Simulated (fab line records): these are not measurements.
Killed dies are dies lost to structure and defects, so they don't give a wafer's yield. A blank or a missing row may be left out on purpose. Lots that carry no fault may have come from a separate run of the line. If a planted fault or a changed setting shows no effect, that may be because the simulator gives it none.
Which of the tools did it? / flow gf180mcu / 72 wafers from 24 lots sampled at 6 of the route's 602 steps

WHAT THE GAUGES READ, wafer by wafer
GF_V1_RS_MEAS_24: measures by four-point-probe. Usual: V1_W_RS 0.327 ohm/sq, standard deviation 0.0037.
lot=L074; measured=day 18 05:07; on=film metro-03; V1_W_RS (ohm/sq)=0.322 0.322 0.319; flag=
lot=L075; measured=day 18 11:02; on=film metro-02; V1_W_RS (ohm/sq)=0.321 0.322 0.321; flag=
lot=L076; measured=day 18 19:14; on=film metro-01; V1_W_RS (ohm/sq)=0.332 0.331 0.331; flag=
lot=L077; measured=day 19 07:01; on=film metro-03; V1_W_RS (ohm/sq)=0.330 0.332 0.333; flag=
lot=L078; measured=day 19 16:20; on=film metro-01; V1_W_RS (ohm/sq)=0.324 0.327 0.325; flag=
lot=L079; measured=day 20 02:10; on=film metro-01; V1_W_RS (ohm/sq)=0.328 0.326 0.331; flag=
lot=L080; measured=day 20 17:08; on=film metro-03; V1_W_RS (ohm/sq)=0.326 0.325 0.326; flag=
lot=L081; measured=day 20 19:47; on=film metro-03; V1_W_RS (ohm/sq)=0.326 0.323 0.321; flag=
lot=L082; measured=day 21 09:13; on=film metro-03; V1_W_RS (ohm/sq)=0.325 0.326 0.326; flag=
lot=L083; measured=day 21 19:08; on=film metro-03; V1_W_RS (ohm/sq)=0.327 0.326 0.322; flag=
lot=L084; measured=day 22 01:08; on=film metro-03; V1_W_RS (ohm/sq)=0.323 0.325 0.323; flag=
lot=L085; measured=day 22 10:10; on=film metro-02; V1_W_RS (ohm/sq)=0.327 0.337 0.328; flag=
lot=L086; measured=day 22 18:09; on=film metro-03; V1_W_RS (ohm/sq)=0.320 0.322 0.322; flag=
lot=L087; measured=day 22 21:37; on=film metro-02; V1_W_RS (ohm/sq)=0.325 0.329 0.328; flag=
lot=L088; measured=day 23 11:38; on=film metro-03; V1_W_RS (ohm/sq)=0.333 0.334 0.331; flag=
lot=L089; measured=day 23 16:55; on=film metro-02; V1_W_RS (ohm/sq)=0.329 0.332 0.334; flag=
lot=L090; measured=day 24 04:40; on=film metro-03; V1_W_RS (ohm/sq)=0.326 0.329 0.325; flag=
lot=L091; measured=day 24 07:46; on=film metro-02; V1_W_RS (ohm/sq)=0.329 0.333 0.332; flag=
lot=L092; measured=day 24 22:22; on=film metro-02; V1_W_RS (ohm/sq)=0.329 0.328 0.323; flag=
lot=L093; measured=day 25 00:57; on=film metro-01; V1_W_RS (ohm/sq)=0.328 0.327 0.327; flag=
lot=L094; measured=day 25 10:10; on=film metro-01; V1_W_RS (ohm/sq)=0.326 0.326 0.327; flag=
lot=L095; measured=day 25 15:55; on=film metro-03; V1_W_RS (ohm/sq)=0.329 0.325 0.327; flag=
lot=L096; measured=day 26 01:46; on=film metro-03; V1_W_RS (ohm/sq)=0.330 0.322 0.322; flag=
lot=L097; measured=day 26 08:44; on=film metro-03; V1_W_RS (ohm/sq)=0.329 0.332 0.329; flag=

GF_M4_OVL_MEAS_15. Usual: M4_OVL 1 nm, standard deviation 5.4.
lot=L074; measured=day 23 12:11; on=overlay-01; M4_OVL (nm)=-3 -2 1; flag=
lot=L075; measured=day 23 21:27; on=overlay-02; M4_OVL (nm)=0 -3 5; flag=
lot=L076; measured=day 24 00:26; on=overlay-01; M4_OVL (nm)=7 -3 -4; flag=
lot=L077; measured=day 24 12:21; on=overlay-01; M4_OVL (nm)=-6 4 5; flag=
lot=L078; measured=day 24 19:55; on=overlay-01; M4_OVL (nm)=-4 -3 -15; flag=
lot=L079; measured=day 25 04:05; on=overlay-02; M4_OVL (nm)=3 3 6; flag=
lot=L080; measured=day 25 17:30; on=overlay-02; M4_OVL (nm)=-2 -2 -4; flag=
lot=L081; measured=day 25 22:47; on=overlay-02; M4_OVL (nm)=4 -8 1; flag=
lot=L082; measured=day 26 06:45; on=overlay-02; M4_OVL (nm)=-2 3 -4; flag=
lot=L083; measured=day 26 18:55; on=overlay-02; M4_OVL (nm)=14 7 10; flag=
lot=L084; measured=day 26 22:52; on=overlay-01; M4_OVL (nm)=-7 -11 -9; flag=
lot=L085; measured=day 27 04:06; on=overlay-02; M4_OVL (nm)=-5 0 2; flag=
lot=L086; measured=day 27 13:27; on=overlay-02; M4_OVL (nm)=-6 -4 3; flag=
lot=L087; measured=day 27 16:45; on=overlay-02; M4_OVL (nm)=7 5 2; flag=
lot=L088; measured=day 28 02:18; on=overlay-02; M4_OVL (nm)=2 5 8; flag=
lot=L089; measured=day 28 08:17; on=overlay-02; M4_OVL (nm)=-4 2 7; flag=
lot=L090; measured=day 28 20:02; on=overlay-02; M4_OVL (nm)=4 5 10; flag=
lot=L091; measured=day 28 21:39; on=overlay-01; M4_OVL (nm)=2 5 3; flag=
lot=L092; measured=day 29 15:09; on=overlay-01; M4_OVL (nm)=0 -2 2; flag=
lot=L093; measured=day 29 15:35; on=overlay-01; M4_OVL (nm)=5 -2 0; flag=
lot=L094; measured=day 29 19:58; on=overlay-01; M4_OVL (nm)=6 3 8; flag=
lot=L095; measured=day 30 02:20; on=overlay-01; M4_OVL (nm)=1 9 2; flag=
lot=L096; measured=day 30 10:48; on=overlay-02; M4_OVL (nm)=1 3 0; flag=
lot=L097; measured=day 30 16:50; on=overlay-02; M4_OVL (nm)=-2 0 -3; flag=

GF_MIM_THK_MEAS_06. Usual: MIM_CVD_05_THK 42.1 nm, standard deviation 0.56.
lot=L074; measured=day 24 14:09; on=film metro-02; MIM_CVD_05_THK (nm)=41.4 42.0 42.2; flag=
lot=L075; measured=day 25 01:24; on=film metro-01; MIM_CVD_05_THK (nm)=41.4 42.3 43.1; flag=
lot=L076; measured=day 25 01:50; on=film metro-01; MIM_CVD_05_THK (nm)=41.4 41.0 41.7; flag=
lot=L077; measured=day 25 11:50; on=film metro-02; MIM_CVD_05_THK (nm)=41.9 42.3 42.5; flag=
lot=L078; measured=day 25 22:08; on=film metro-04; MIM_CVD_05_THK (nm)=41.0 41.3 41.6; flag=
lot=L079; measured=day 26 04:38; on=film metro-01; MIM_CVD_05_THK (nm)=42.0 42.5 42.6; flag=
lot=L080; measured=day 26 17:49; on=film metro-02; MIM_CVD_05_THK (nm)=42.0 41.6 43.3; flag=
lot=L081; measured=day 26 22:28; on=film metro-04; MIM_CVD_05_THK (nm)=41.7 41.7 42.4; flag=
lot=L082; measured=day 27 06:23; on=film metro-02; MIM_CVD_05_THK (nm)=41.9 41.7 42.7; flag=
lot=L083; measured=day 27 18:04; on=film metro-02; MIM_CVD_05_THK (nm)=41.8 42.2 42.3; flag=
lot=L084; measured=day 27 22:18; on=film metro-01; MIM_CVD_05_THK (nm)=42.1 42.7 43.0; flag=
lot=L085; measured=day 28 03:01; on=film metro-01; MIM_CVD_05_THK (nm)=42.7 42.9 42.8; flag=
lot=L086; measured=day 28 13:01; on=film metro-02; MIM_CVD_05_THK (nm)=42.7 42.4 42.5; flag=
lot=L087; measured=day 28 14:55; on=film metro-04; MIM_CVD_05_THK (nm)=42.2 43.2 43.1; flag=
lot=L088; measured=day 29 00:37; on=film metro-01; MIM_CVD_05_THK (nm)=42.1 42.3 42.6; flag=
lot=L089; measured=day 29 06:50; on=film metro-01; MIM_CVD_05_THK (nm)=41.5 40.9 41.9; flag=
lot=L090; measured=day 29 17:45; on=film metro-04; MIM_CVD_05_THK (nm)=41.7 41.6 43.0; flag=
lot=L091; measured=day 29 20:20; on=film metro-04; MIM_CVD_05_THK (nm)=42.3 42.8 42.5; flag=
lot=L092; measured=day 30 13:34; on=film metro-01; MIM_CVD_05_THK (nm)=41.6 41.8 42.4; flag=
lot=L093; measured=day 30 13:53; on=film metro-01; MIM_CVD_05_THK (nm)=41.4 42.4 42.5; flag=
lot=L094; measured=day 30 18:18; on=film metro-02; MIM_CVD_05_THK (nm)=42.6 42.8 42.2; flag=
lot=L095; measured=day 30 23:35; on=film metro-04; MIM_CVD_05_THK (nm)=41.4 41.7 42.2; flag=
lot=L096; measured=day 31 07:37; on=film metro-04; MIM_CVD_05_THK (nm)=41.4 41.9 42.1; flag=
lot=L097; measured=day 31 13:29; on=film metro-02; MIM_CVD_05_THK (nm)=41.1 41.7 42.8; flag=

GF_TOP_METAL_THK_MEAS_06: measures by xrf. Usual: TOP_METAL_ALCU_THK 912 nm, standard deviation 12.
lot=L074; measured=day 27 08:13; on=film metro-02; TOP_METAL_ALCU_THK (nm)=921 906 895; flag=
lot=L075; measured=day 27 19:34; on=film metro-04; TOP_METAL_ALCU_THK (nm)=924 915 915; flag=
lot=L076; measured=day 27 20:13; on=film metro-04; TOP_METAL_ALCU_THK (nm)=920 909 892; flag=
lot=L077; measured=day 28 04:44; on=film metro-03; TOP_METAL_ALCU_THK (nm)=909 898 890; flag=
lot=L078; measured=day 28 13:40; on=film metro-02; TOP_METAL_ALCU_THK (nm)=895 899 893; flag=
lot=L079; measured=day 28 20:59; on=film metro-03; TOP_METAL_ALCU_THK (nm)=921 911 908; flag=
lot=L080; measured=day 29 09:32; on=film metro-02; TOP_METAL_ALCU_THK (nm)=914 924 928; flag=
lot=L081; measured=day 29 13:43; on=film metro-02; TOP_METAL_ALCU_THK (nm)=907 900 920; flag=
lot=L082; measured=day 29 19:21; on=film metro-02; TOP_METAL_ALCU_THK (nm)=916 925 923; flag=
lot=L083; measured=day 30 07:10; on=film metro-02; TOP_METAL_ALCU_THK (nm)=927 919 928; flag=
lot=L084; measured=day 30 10:53; on=film metro-03; TOP_METAL_ALCU_THK (nm)=906 898 915; flag=
lot=L085; measured=day 30 15:28; on=film metro-02; TOP_METAL_ALCU_THK (nm)=934 905 923; flag=
lot=L086; measured=day 31 00:41; on=film metro-03; TOP_METAL_ALCU_THK (nm)=904 919 917; flag=
lot=L087; measured=day 31 02:57; on=film metro-02; TOP_METAL_ALCU_THK (nm)=938 939 932; flag=
lot=L088; measured=day 31 11:43; on=film metro-02; TOP_METAL_ALCU_THK (nm)=921 923 914; flag=
lot=L089; measured=day 31 17:20; on=film metro-03; TOP_METAL_ALCU_THK (nm)=924 912 900; flag=
lot=L090; measured=day 32 03:05; on=film metro-04; TOP_METAL_ALCU_THK (nm)=892 907 901; flag=
lot=L091; measured=day 32 06:16; on=film metro-03; TOP_METAL_ALCU_THK (nm)=926 934 915; flag=
lot=L092; measured=day 32 20:55; on=film metro-02; TOP_METAL_ALCU_THK (nm)=889 898 897; flag=
lot=L093; measured=day 32 21:44; on=film metro-02; TOP_METAL_ALCU_THK (nm)=917 913 919; flag=
lot=L094; measured=day 33 01:17; on=film metro-04; TOP_METAL_ALCU_THK (nm)=906 907 898; flag=
lot=L095; measured=day 33 06:31; on=film metro-04; TOP_METAL_ALCU_THK (nm)=905 914 923; flag=
lot=L096; measured=day 33 12:18; on=film metro-03; TOP_METAL_ALCU_THK (nm)=911 928 919; flag=
lot=L097; measured=day 33 18:28; on=film metro-04; TOP_METAL_ALCU_THK (nm)=922 913 910; flag=

EACH LOT AND THE TOOL THAT RAN IT (in order: tool; ch and the chambers of the sampled wafers; start)
lot=L074; GF_V4_ETCH_16=rie diel-04 ch 0,2,3, day 24 12:22; GF_V4_STRIP_18=plasma asher-01 ch 0,1, day 24 12:29
lot=L075; GF_V4_ETCH_16=rie diel-04 ch 0,2, day 24 21:35; GF_V4_STRIP_18=plasma asher-01 ch 0,1, day 24 21:43
lot=L076; GF_V4_ETCH_16=rie diel-02 ch 0,2,3, day 24 23:46; GF_V4_STRIP_18=plasma asher-01 ch 0, day 24 23:54
lot=L077; GF_V4_ETCH_16=rie diel-01 ch 0,3, day 25 10:10; GF_V4_STRIP_18=plasma asher-01 ch 0,1, day 25 10:21
lot=L078; GF_V4_ETCH_16=rie diel-04 ch 0,2,3, day 25 20:31; GF_V4_STRIP_18=plasma asher-04 ch 0,1, day 25 20:38
lot=L079; GF_V4_ETCH_16=rie diel-04 ch 1,2,3, day 26 03:01; GF_V4_STRIP_18=plasma asher-04 ch 0, day 26 03:08
lot=L080; GF_V4_ETCH_16=rie diel-01 ch 0,1, day 26 16:11; GF_V4_STRIP_18=plasma asher-03 ch 0,1, day 26 16:19
lot=L081; GF_V4_ETCH_16=rie diel-04 ch 0,2,3, day 26 20:49; GF_V4_STRIP_18=plasma asher-01 ch 0,1, day 26 20:57
lot=L082; GF_V4_ETCH_16=rie diel-02 ch 0,3, day 27 04:46; GF_V4_STRIP_18=plasma asher-03 ch 0,1, day 27 04:54
lot=L083; GF_V4_ETCH_16=rie diel-04 ch 2,3, day 27 16:26; GF_V4_STRIP_18=plasma asher-01 ch 0,1, day 27 16:34
lot=L084; GF_V4_ETCH_16=rie diel-04 ch 2,3, day 27 20:37; GF_V4_STRIP_18=plasma asher-03 ch 0,1, day 27 20:49
lot=L085; GF_V4_ETCH_16=rie diel-01 ch 1,2,3, day 28 01:23; GF_V4_STRIP_18=plasma asher-03 ch 0,1, day 28 01:31
lot=L086; GF_V4_ETCH_16=rie diel-01 ch 2,3, day 28 11:23; GF_V4_STRIP_18=plasma asher-01 ch 0,1, day 28 11:31
lot=L087; GF_V4_ETCH_16=rie diel-02 ch 0,1, day 28 13:19; GF_V4_STRIP_18=plasma asher-04 ch 0,1, day 28 13:27
lot=L088; GF_V4_ETCH_16=rie diel-02 ch 0,2,3, day 28 22:58; GF_V4_STRIP_18=plasma asher-01 ch 0,1, day 28 23:06
lot=L089; GF_V4_ETCH_16=rie diel-01 ch 2,3, day 29 05:13; GF_V4_STRIP_18=plasma asher-04 ch 0,1, day 29 05:20
lot=L090; GF_V4_ETCH_16=rie diel-01 ch 1,2,3, day 29 16:08; GF_V4_STRIP_18=plasma asher-03 ch 0,1, day 29 16:16
lot=L091; GF_V4_ETCH_16=rie diel-04 ch 0,1,2, day 29 18:43; GF_V4_STRIP_18=plasma asher-04 ch 0,1, day 29 18:51
lot=L092; GF_V4_ETCH_16=rie diel-04 ch 0,1,2, day 30 11:31; GF_V4_STRIP_18=plasma asher-03 ch 0,1, day 30 11:38
lot=L093; GF_V4_ETCH_16=rie diel-01 ch 1,2,3, day 30 11:52; GF_V4_STRIP_18=plasma asher-03 ch 0,1, day 30 12:01
lot=L094; GF_V4_ETCH_16=rie diel-04 ch 1,2,3, day 30 16:16; GF_V4_STRIP_18=plasma asher-04 ch 0,1, day 30 16:25
lot=L095; GF_V4_ETCH_16=rie diel-04 ch 0,1,3, day 30 21:58; GF_V4_STRIP_18=plasma asher-04 ch 0,1, day 30 22:05
lot=L096; GF_V4_ETCH_16=rie diel-04 ch 0,1,3, day 31 06:01; GF_V4_STRIP_18=plasma asher-04 ch 0,1, day 31 06:08
lot=L097; GF_V4_ETCH_16=rie diel-01 ch 2,3, day 31 11:50; GF_V4_STRIP_18=plasma asher-04 ch 0, day 31 11:58
- GF_V4_ETCH_16: etches BARC in N2/H2.
- GF_V4_STRIP_18: strips in O2/N2.

WHAT THE TOOLS THEMSELVES READ (means of the sampled wafers that have a number; where no wafer has one, the mark that the record gives instead)
GF_V4_ETCH_16. Usual: drypump motor current A 5.9 A, standard deviation 0.53; h2 flow sccm 199.9 sccm, standard deviation 0.64; oes product au 0.855 a.u., standard deviation 0.0049; throttle valve pct 13.224 %, standard deviation 0.0077.
lot=L074; tool=rie diel-04; drypump motor current A (A)=5.5; h2 flow sccm (sccm)=200.5; oes product au (a.u.)=0.858; throttle valve pct (%)=13.218; flag=
lot=L075; tool=rie diel-04; drypump motor current A (A)=5.2; h2 flow sccm (sccm)=199.5; oes product au (a.u.)=0.857; throttle valve pct (%)=13.222; flag=
lot=L076; tool=rie diel-02; drypump motor current A (A)=5.5; h2 flow sccm (sccm)=199.5; oes product au (a.u.)=0.858; throttle valve pct (%)=13.225; flag=
lot=L077; tool=rie diel-01; drypump motor current A (A)=6.1; h2 flow sccm (sccm)=199.8; oes product au (a.u.)=0.854; throttle valve pct (%)=13.228; flag=
lot=L078; tool=rie diel-04; drypump motor current A (A)=5.4; h2 flow sccm (sccm)=200.3; oes product au (a.u.)=0.855; throttle valve pct (%)=13.225; flag=
lot=L079; tool=rie diel-04; drypump motor current A (A)=6.0; h2 flow sccm (sccm)=200.0; oes product au (a.u.)=0.855; throttle valve pct (%)=13.225; flag=
lot=L080; tool=rie diel-01; drypump motor current A (A)=6.0; h2 flow sccm (sccm)=199.4; oes product au (a.u.)=0.852; throttle valve pct (%)=13.226; flag=
lot=L081; tool=rie diel-04; drypump motor current A (A)=5.4; h2 flow sccm (sccm)=199.9; oes product au (a.u.)=0.854; throttle valve pct (%)=13.221; flag=
lot=L082; tool=rie diel-02; drypump motor current A (A)=5.4; h2 flow sccm (sccm)=200.4; oes product au (a.u.)=0.852; throttle valve pct (%)=13.218; flag=
lot=L083; tool=rie diel-04; drypump motor current A (A)=5.7; h2 flow sccm (sccm)=199.4; oes product au (a.u.)=0.851; throttle valve pct (%)=13.224; flag=
lot=L084; tool=rie diel-04; drypump motor current A (A)=5.7; h2 flow sccm (sccm)=199.5; oes product au (a.u.)=0.861; throttle valve pct (%)=13.223; flag=
lot=L085; tool=rie diel-01; drypump motor current A (A)=6.4; h2 flow sccm (sccm)=200.2; oes product au (a.u.)=0.860; throttle valve pct (%)=13.223; flag=
lot=L086; tool=rie diel-01; drypump motor current A (A)=6.4; h2 flow sccm (sccm)=200.4; oes product au (a.u.)=0.854; throttle valve pct (%)=13.226; flag=
lot=L087; tool=rie diel-02; drypump motor current A (A)=5.6; h2 flow sccm (sccm)=200.1; oes product au (a.u.)=0.856; throttle valve pct (%)=13.216; flag=
lot=L088; tool=rie diel-02; drypump motor current A (A)=5.5; h2 flow sccm (sccm)=199.2; oes product au (a.u.)=0.858; throttle valve pct (%)=13.219; flag=
lot=L089; tool=rie diel-01; drypump motor current A (A)=6.4; h2 flow sccm (sccm)=199.3; oes product au (a.u.)=0.852; throttle valve pct (%)=13.227; flag=
lot=L090; tool=rie diel-01; drypump motor current A (A)=6.4; h2 flow sccm (sccm)=200.4; oes product au (a.u.)=0.854; throttle valve pct (%)=13.231; flag=
lot=L091; tool=rie diel-04; drypump motor current A (A)=5.8; h2 flow sccm (sccm)=200.0; oes product au (a.u.)=0.857; throttle valve pct (%)=13.229; flag=
lot=L092; tool=rie diel-04; drypump motor current A (A)=5.7; h2 flow sccm (sccm)=200.0; oes product au (a.u.)=0.851; throttle valve pct (%)=13.221; flag=
lot=L093; tool=rie diel-01; drypump motor current A (A)=6.3; h2 flow sccm (sccm)=200.0; oes product au (a.u.)=0.853; throttle valve pct (%)=13.219; flag=
lot=L094; tool=rie diel-04; drypump motor current A (A)=6.0; h2 flow sccm (sccm)=200.2; oes product au (a.u.)=0.853; throttle valve pct (%)=13.229; flag=
lot=L095; tool=rie diel-04; drypump motor current A (A)=5.6; h2 flow sccm (sccm)=199.8; oes product au (a.u.)=0.859; throttle valve pct (%)=13.221; flag=
lot=L096; tool=rie diel-04; drypump motor current A (A)=5.6; h2 flow sccm (sccm)=199.8; oes product au (a.u.)=0.853; throttle valve pct (%)=13.230; flag=
lot=L097; tool=rie diel-01; drypump motor current A (A)=6.4; h2 flow sccm (sccm)=200.1; oes product au (a.u.)=0.861; throttle valve pct (%)=13.223; flag=

GF_V4_STRIP_18. Usual: drypump motor current A 5.8 A, standard deviation 0.39; heater power w 331 W, standard deviation 23; o2 flow sccm 2998 sccm, standard deviation 8.7; oes product au 0.593 a.u., standard deviation 0.0054.
lot=L074; tool=plasma asher-01; drypump motor current A (A)=5.7; heater power w (W)=310; o2 flow sccm (sccm)=2997; oes product au (a.u.)=0.592; flag=
lot=L075; tool=plasma asher-01; drypump motor current A (A)=5.7; heater power w (W)=309; o2 flow sccm (sccm)=3002; oes product au (a.u.)=0.595; flag=
lot=L076; tool=plasma asher-01; drypump motor current A (A)=5.6; heater power w (W)=303; o2 flow sccm (sccm)=2999; oes product au (a.u.)=0.592; flag=
lot=L077; tool=plasma asher-01; drypump motor current A (A)=5.7; heater power w (W)=314; o2 flow sccm (sccm)=3002; oes product au (a.u.)=0.593; flag=
lot=L078; tool=plasma asher-04; drypump motor current A (A)=5.6; heater power w (W)=333; o2 flow sccm (sccm)=3005; oes product au (a.u.)=0.595; flag=
lot=L079; tool=plasma asher-04; drypump motor current A (A)=6.3; heater power w (W)=345; o2 flow sccm (sccm)=2998; oes product au (a.u.)=0.590; flag=
lot=L080; tool=plasma asher-03; drypump motor current A (A)=5.7; heater power w (W)=332; o2 flow sccm (sccm)=3000; oes product au (a.u.)=0.595; flag=
lot=L081; tool=plasma asher-01; drypump motor current A (A)=5.7; heater power w (W)=312; o2 flow sccm (sccm)=2992; oes product au (a.u.)=0.595; flag=
lot=L082; tool=plasma asher-03; drypump motor current A (A)=5.7; heater power w (W)=340; o2 flow sccm (sccm)=2992; oes product au (a.u.)=0.592; flag=
lot=L083; tool=plasma asher-01; drypump motor current A (A)=5.9; heater power w (W)=320; o2 flow sccm (sccm)=3004; oes product au (a.u.)=0.598; flag=
lot=L084; tool=plasma asher-03; drypump motor current A (A)=5.9; heater power w (W)=357; o2 flow sccm (sccm)=2994; oes product au (a.u.)=0.591; flag=
lot=L085; tool=plasma asher-03; drypump motor current A (A)=5.7; heater power w (W)=335; o2 flow sccm (sccm)=2993; oes product au (a.u.)=0.592; flag=
lot=L086; tool=plasma asher-01; drypump motor current A (A)=5.7; heater power w (W)=315; o2 flow sccm (sccm)=3005; oes product au (a.u.)=0.588; flag=
lot=L087; tool=plasma asher-04; drypump motor current A (A)=5.6; heater power w (W)=330; o2 flow sccm (sccm)=3010; oes product au (a.u.)=0.592; flag=
lot=L088; tool=plasma asher-01; drypump motor current A (A)=5.9; heater power w (W)=320; o2 flow sccm (sccm)=2995; oes product au (a.u.)=0.594; flag=
lot=L089; tool=plasma asher-04; drypump motor current A (A)=5.9; heater power w (W)=345; o2 flow sccm (sccm)=3001; oes product au (a.u.)=0.589; flag=
lot=L090; tool=plasma asher-03; drypump motor current A (A)=5.9; heater power w (W)=350; o2 flow sccm (sccm)=2996; oes product au (a.u.)=0.592; flag=
lot=L091; tool=plasma asher-04; drypump motor current A (A)=5.9; heater power w (W)=338; o2 flow sccm (sccm)=2995; oes product au (a.u.)=0.598; flag=
lot=L092; tool=plasma asher-03; drypump motor current A (A)=5.9; heater power w (W)=360; o2 flow sccm (sccm)=3000; oes product au (a.u.)=0.594; flag=
lot=L093; tool=plasma asher-03; drypump motor current A (A)=5.7; heater power w (W)=335; o2 flow sccm (sccm)=3001; oes product au (a.u.)=0.592; flag=
lot=L094; tool=plasma asher-04; drypump motor current A (A)=5.6; heater power w (W)=325; o2 flow sccm (sccm)=2989; oes product au (a.u.)=0.594; flag=
lot=L095; tool=plasma asher-04; drypump motor current A (A)=6.0; heater power w (W)=336; o2 flow sccm (sccm)=2998; oes product au (a.u.)=0.590; flag=
lot=L096; tool=plasma asher-04; drypump motor current A (A)=6.0; heater power w (W)=335; o2 flow sccm (sccm)=2995; oes product au (a.u.)=0.592; flag=
lot=L097; tool=plasma asher-04; drypump motor current A (A)=6.3; heater power w (W)=345; o2 flow sccm (sccm)=3002; oes product au (a.u.)=0.594; flag=

THE ANSWER, worked out from the rows above alone
Rule: a lot counts as off when the mean over its wafers that have a number is more than 3 standard deviations away from the usual mean. A lot without any number at a reading at which 4 lots or more have one is off too. Where the step has rows for the other lots, those lots are counted as sound. First the gauges in route order, then the tools' own readings, where a lot's mean is used as printed above. At the first step where some lot is off, the reading lying furthest off is the one used; lots without a number count as furthest.
Across all readings shown, no lot is off: no conclusion can be drawn from this.

WHAT THE SIMULATOR HAD PUT IN
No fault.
